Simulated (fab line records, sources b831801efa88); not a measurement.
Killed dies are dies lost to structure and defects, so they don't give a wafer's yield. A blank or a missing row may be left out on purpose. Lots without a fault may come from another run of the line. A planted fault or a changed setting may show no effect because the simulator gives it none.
Chamber matching | flow gf180mcu | GF_V4_CMP_04 on cmp-02: 4 sister chambers
The step polishes SiO2. 4 wafers are shown with their chamber, then 7 later ones without.

WAFERS WITH THEIR CHAMBER
wafer  | chamber | motor_current_A (A)
L346.4 | 2       | 11.9
L347.4 | 0       | 11.7
L348.1 | 1       | 12.8
L348.3 | 3       | 14.7

WAFERS WITHOUT THEIR CHAMBER
wafer  | motor_current_A (A)
L348.6 | 12.0
L353.1 | 12.1
L353.5 | 13.9
L353.6 | 11.7
L362.3 | 12.5
L362.4 | 11.4
L362.5 | 11.9

WHICH CHAMBER EACH WENT THROUGH
wafer  | from the rows above          | in truth
L348.6 | can't be placed: 2 or 0 or 1 | 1
L353.1 | can't be placed: 2 or 0 or 1 | 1
L353.5 | can't be placed: 3 or 1      | 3
L353.6 | can't be placed: 0 or 2      | 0
L362.3 | can't be placed: 1 or 2 or 0 | 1
L362.4 | can't be placed: 0 or 2      | 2
L362.5 | can't be placed: 2 or 0      | 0
Placed correctly: 0 of 7. Can't be placed from these rows: 7 (the true chamber is among the candidates in 7). Placed wrongly: 0.
How it was worked out, from the rows above alone: a wafer's distance from a chamber is the root of the sum, over the readings, of the square of ((its reading less the chamber's mean) divided by the reading's scatter). The wafer belongs to the nearest chamber; if the next one is less than 2 further off, it can't be placed. A chamber's mean is the mean of its shown wafers. The scatter: with one shown wafer a chamber, the root of the mean of the squares of how far each hidden wafer lies from its nearest shown one.
